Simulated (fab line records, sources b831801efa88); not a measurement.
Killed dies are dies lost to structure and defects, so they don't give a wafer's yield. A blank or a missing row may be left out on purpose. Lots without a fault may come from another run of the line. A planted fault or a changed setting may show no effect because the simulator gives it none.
Problem report in the 8D (eight disciplines) form, filled by code | flow sky130 | the parts of the form that need people (team, actions taken, sign-off) are left out

1. THE PROBLEM
oes_product_au at SKY_METAL4_METAL_ETCH_18 reads a mean of 0.758 a.u. on 2 wafers of 2 lots; wafers without a fault read 0.865 a.u. with a standard deviation of 0.0058. That is -18 standard deviations from the usual mean.
The step: etches the open film in Cl2/BCl3, stops on SiO2, target depth 845 nm, time 183.1 s.
First seen on wafer L801.1, day 44 12:02, on rie_metal-01. The record holds 34 wafers of 12 lots with a number at this step. Rule for "out", or "out of limits": more than 4 standard deviations from the usual mean. The other wafers with a number count as sound.

2. WHAT IT IS AND WHAT IT IS NOT
question                    | is                | is not
which readings at this step | oes_product_au    | drypump_motor_current_A, throttle_valve_pct
which lots                  | L801, L802        | L791, L792, L793, L795, L796, L805, L806, L807, L813, L814
which wafers of those lots  | L801.1, L802.1    | L801.2, L802.6
read on which tools         | rie_metal-01      | rie_metal-02, rie_metal-03
when                        | from day 44 12:02 | up to then (16 sound wafers); but 16 sound wafers of L802, L805, L806, L807, L813, L814 came after

3. SUSPECTS, AND WHAT RULES EACH OUT
Counting: a tool at a process step up to the reading stays a suspect if it ran every lot that is out. Sound lots after the first of them don't rule it out here, since some wafers of a struck lot are sound.
- rie_metal-01 at SKY_METAL4_METAL_ETCH_18 (etches the open film in Cl2/BCl3, stops on SiO2, target depth 845 nm, time 183.1 s): kept. It ran every lot that is out, first L801 (day 44 12:02); its last sound lot up to then is L796 (day 43 01:08). Its own readings are out on those wafers: oes_product_au.
Left after counting: rie_metal-01 at SKY_METAL4_METAL_ETCH_18.

4. THE CAUSE (what the simulator had put in)
Process parameter drift: rie_metal-01, from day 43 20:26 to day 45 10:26, at SKY_METAL4_METAL_ETCH_18. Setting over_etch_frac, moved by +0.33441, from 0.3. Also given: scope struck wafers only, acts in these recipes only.
Counting left only this tool.

5. THE CHAIN OF EFFECTS, in route order
Each row: a reading whose mean over the struck wafers that have a number lies more than 3 standard deviations from the usual. Only readings for which the record gives a usual standard deviation are gone through. hours: the time from each lot's start at the first step in this table that gives one to its start at this step, as a median over the lots. sigmas: the change in usual standard deviations.
hours | step                     | reading                  | usual      | on struck wafers | change | sigmas
0     | SKY_METAL4_METAL_ETCH_18 | oes_product_au           | 0.865 a.u. | 0.758            | -0.107 | -18
0     | SKY_METAL4_STRIP_19      | oes_product_au           | 0.504 a.u. | 0.444            | -0.060 | -13
0     | SKY_METAL4_STRIP_19      | strip_time_to_endpoint_s | 6.59 s     | 5.17             | -1.42  | -24
The process steps in it:
- SKY_METAL4_METAL_ETCH_18: etches the open film in Cl2/BCl3, stops on SiO2, target depth 845 nm, time 183.1 s.
- SKY_METAL4_STRIP_19: strips in O2/N2.
Later measuring or inspecting steps at which every struck wafer that the step has a row for has a number for every such reading, and none has moved that far: SKY_METAL5_RS_MEAS_05.

6. WHAT WOULD HAVE CAUGHT IT SOONER
In this record the first reading out of limits was taken at day 44 12:02, 16 hours after the fault began at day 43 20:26.
